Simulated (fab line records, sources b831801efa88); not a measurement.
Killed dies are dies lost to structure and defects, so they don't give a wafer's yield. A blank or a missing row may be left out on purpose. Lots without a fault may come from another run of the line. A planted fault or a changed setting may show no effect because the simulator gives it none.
Chamber matching | flow sky130 | SKY_POLY_CUT_ETCH_10 on rie_diel-02: 4 sister chambers
The step etches BARC in N2/H2, stops on SiO2, time 45.9 s, target depth 60 nm. 16 wafers are shown with their chamber, then 8 later ones without.

WAFERS WITH THEIR CHAMBER
wafer  | chamber | drypump_motor_current_A (A) | oes_product_au (a.u.) | throttle_valve_pct (%)
L076.1 | 2       | 5.5                         | 0.853                 | 13.213
L076.3 | 3       | 6.6                         | 0.860                 | 13.221
L076.5 | 0       | 5.7                         | 0.864                 | 13.211
L082.1 | 0       | 5.7                         | 0.849                 | 13.226
L082.2 | 2       | 5.5                         | 0.858                 | 13.226
L082.5 | 0       | 5.7                         | 0.856                 | 13.223
L083.2 | 2       | 5.5                         | 0.859                 | 13.233
L083.4 | 1       | 5.6                         | 0.851                 | 13.233
L083.6 | 2       | 5.5                         | 0.858                 | 13.227
L086.1 | 2       | 5.5                         | 0.857                 | 13.220
L086.4 | 0       | 5.7                         | 0.859                 | 13.221
L086.6 | 3       | 6.6                         | 0.851                 | 13.235
L088.1 | 3       | 6.6                         | 0.858                 | 13.233
L088.3 | 1       | 5.6                         | 0.847                 | 13.235
L088.4 | 2       | 5.5                         | 0.852                 | 13.235
L093.3 | 0       | 5.8                         | 0.851                 | 13.233

SIGNATURES (means of the wafers above)
reading                 | chamber 0 | chamber 1 | chamber 2 | chamber 3 | scatter within a chamber
drypump_motor_current_A | 5.720     | 5.600     | 5.500     | 6.600     | 0.0258
oes_product_au          | 0.85580   | 0.84900   | 0.85617   | 0.85633   | 0.00449
throttle_valve_pct      | 13.22280  | 13.23400  | 13.22567  | 13.22967  | 0.00769
Rule: a wafer's distance from a chamber is the root of the sum, over the readings, of the square of ((its reading less the chamber's mean) divided by the reading's scatter). The wafer belongs to the nearest chamber; if the next one is less than 2 further off, it can't be placed. The scatter: the root of (the sum of the squares of (reading less its chamber's mean) over the shown wafers, divided by (wafers less chambers)).

WAFERS WITHOUT THEIR CHAMBER
wafer  | drypump_motor_current_A (A) | oes_product_au (a.u.) | throttle_valve_pct (%)
L093.4 | 5.7                         | 0.850                 | 13.234
L093.6 | 5.7                         | 0.859                 | 13.231
L094.1 | 5.5                         | 0.848                 | 13.239
L094.4 | 5.5                         | 0.845                 | 13.224
L094.5 | 5.6                         | 0.850                 | 13.227
L097.1 | 5.6                         | 0.849                 | 13.224
L097.3 | 6.6                         | 0.857                 | 13.236
L097.6 | 6.6                         | 0.847                 | 13.212

WHICH CHAMBER EACH WENT THROUGH
wafer  | from the rows above     | in truth
L093.4 | can't be placed: 0 or 1 | 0
L093.6 | 0                       | 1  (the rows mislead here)
L094.1 | can't be placed: 2 or 1 | 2
L094.4 | can't be placed: 2 or 1 | 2
L094.5 | 1                       | 1
L097.1 | 1                       | 1
L097.3 | 3                       | 3
L097.6 | 3                       | 3
Placed correctly: 4 of 8. Can't be placed from these rows: 3 (the true chamber is among the candidates in 3). Placed wrongly: 1.
